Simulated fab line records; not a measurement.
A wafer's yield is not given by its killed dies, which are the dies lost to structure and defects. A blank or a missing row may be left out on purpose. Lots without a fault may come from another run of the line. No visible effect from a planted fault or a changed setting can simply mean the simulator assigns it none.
Matching of chambers + flow sky130 + rie_diel-02 running SKY_LI_CONTACT_ETCH_15: 4 sister chambers
The step etches PSG in C4F8/O2/Ar, stops on Si, target depth 600 nm. 8 wafers are shown with their chamber, then 10 later ones without.

WAFERS, EACH WITH ITS CHAMBER
| wafer  | chamber | oes_product_au (a.u.) |
|--------|---------|-----------------------|
| L080.5 | 1       | 0.835                 |
| L083.4 | 1       | 0.844                 |
| L083.5 | 3       | 0.840                 |
| L086.3 | 3       | 0.846                 |
| L087.1 | 2       | 0.840                 |
| L087.5 | 0       | 0.834                 |
| L090.1 | 2       | 0.837                 |
| L090.3 | 0       | 0.840                 |

WAFERS WHOSE CHAMBER IS MISSING
| wafer  | oes_product_au (a.u.) |
|--------|-----------------------|
| L090.4 | 0.844                 |
| L095.1 | 0.830                 |
| L095.2 | 0.834                 |
| L095.5 | 0.836                 |
| L096.1 | 0.831                 |
| L096.3 | 0.841                 |
| L096.4 | 0.840                 |
| L097.1 | 0.830                 |
| L097.3 | 0.836                 |
| L097.4 | 0.835                 |

WHICH CHAMBER EACH ONE RAN IN
| wafer  | from the rows above               | in truth |
|--------|-----------------------------------|----------|
| L090.4 | can't be placed: 3 or 1 or 2 or 0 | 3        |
| L095.1 | can't be placed: 0 or 2 or 1 or 3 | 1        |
| L095.2 | can't be placed: 0 or 2 or 1 or 3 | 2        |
| L095.5 | can't be placed: 0 or 2 or 1 or 3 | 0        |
| L096.1 | can't be placed: 0 or 2 or 1 or 3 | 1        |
| L096.3 | can't be placed: 1 or 3 or 2 or 0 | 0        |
| L096.4 | can't be placed: 1 or 2 or 0 or 3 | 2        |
| L097.1 | can't be placed: 0 or 2 or 1 or 3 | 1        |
| L097.3 | can't be placed: 0 or 2 or 1 or 3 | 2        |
| L097.4 | can't be placed: 0 or 2 or 1 or 3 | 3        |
0 of 10 placed correctly. From these rows, 10 cannot be placed; in 10 the true chamber is one of the candidates. Placed wrongly: 0.
How it was worked out, from the rows above alone: a wafer's distance from a chamber is the root of the sum, over the readings, of the square of ((its reading less the chamber's mean) divided by the reading's scatter). The wafer belongs to the nearest chamber; if the next one is less than 2 further off, it can't be placed. Each chamber's mean is taken over the wafers shown for it. How the scatter is found: for the shown wafers, subtract from each reading the mean of its chamber, square and add these, divide the total by (wafers less chambers), then take the root.
